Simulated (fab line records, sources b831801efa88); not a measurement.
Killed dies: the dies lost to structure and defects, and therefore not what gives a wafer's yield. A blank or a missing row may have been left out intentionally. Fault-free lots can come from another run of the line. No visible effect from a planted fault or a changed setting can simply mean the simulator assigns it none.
Chamber matching    flow gf180mcu    cmp-02 running GF_V5_CMP_04: 4 sister chambers
The step polishes SiO2. 14 wafers are shown with their chamber, then 7 later ones without.

## WAFERS, EACH WITH ITS CHAMBER
wafer   chamber  motor_current_A (A)  slurry_filter_dp_kPa (kPa)
L319.1  0        11.6                 13.48
L319.3  1        11.2                 13.61
L319.6  0        11.3                 13.63
L320.4  1        11.4                 13.43
L320.5  2        11.8                 13.38
L320.6  3        11.9                 13.27
L323.1  3        11.5                 13.55
L323.4  0        11.0                 13.45
L323.6  0        11.1                 13.38
L327.1  2        11.3                 13.25
L327.3  0        11.2                 13.61
L327.4  1        11.0                 13.51
L329.2  3        12.0                 13.38
L329.3  1        11.1                 13.49

SIGNATURES (means of the wafers above)
reading               chamber 0  chamber 1  chamber 2  chamber 3  scatter within a chamber
motor_current_A       11.240     11.175     11.550     11.800     0.238
slurry_filter_dp_kPa  13.5100    13.5100    13.3150    13.4000    0.105
Rule: for each reading, subtract the chamber's mean from the wafer's reading, divide by that reading's scatter and square the result; add these up over the readings and take the root, which gives the wafer's distance from the chamber. The wafer belongs to the nearest chamber; if the next one is less than 2 further off, it can't be placed. How the scatter is found: for the shown wafers, subtract from each reading the mean of its chamber, square and add these, divide the total by (wafers less chambers), then take the root.

## WAFERS WHOSE CHAMBER IS MISSING
wafer   motor_current_A (A)  slurry_filter_dp_kPa (kPa)
L329.4  11.6                 13.52
L334.4  11.3                 13.33
L334.5  11.9                 13.45
L334.6  11.7                 13.62
L340.1  11.3                 13.55
L340.2  11.9                 13.53
L340.3  11.9                 13.37

## WHICH CHAMBER EACH ONE RAN IN
wafer   from the rows above                in truth
L329.4  can't be placed: 3 or 0 or 1 or 2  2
L334.4  can't be placed: 2 or 0 or 1 or 3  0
L334.5  can't be placed: 3 or 2            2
L334.6  can't be placed: 3 or 0 or 1 or 2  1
L340.1  can't be placed: 0 or 1            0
L340.2  can't be placed: 3 or 2 or 0 or 1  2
L340.3  can't be placed: 3 or 2            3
Placed correctly: 0 of 7. Unplaceable from these rows: 7, with the true chamber sitting among the candidates in 7. 0 placed wrongly.
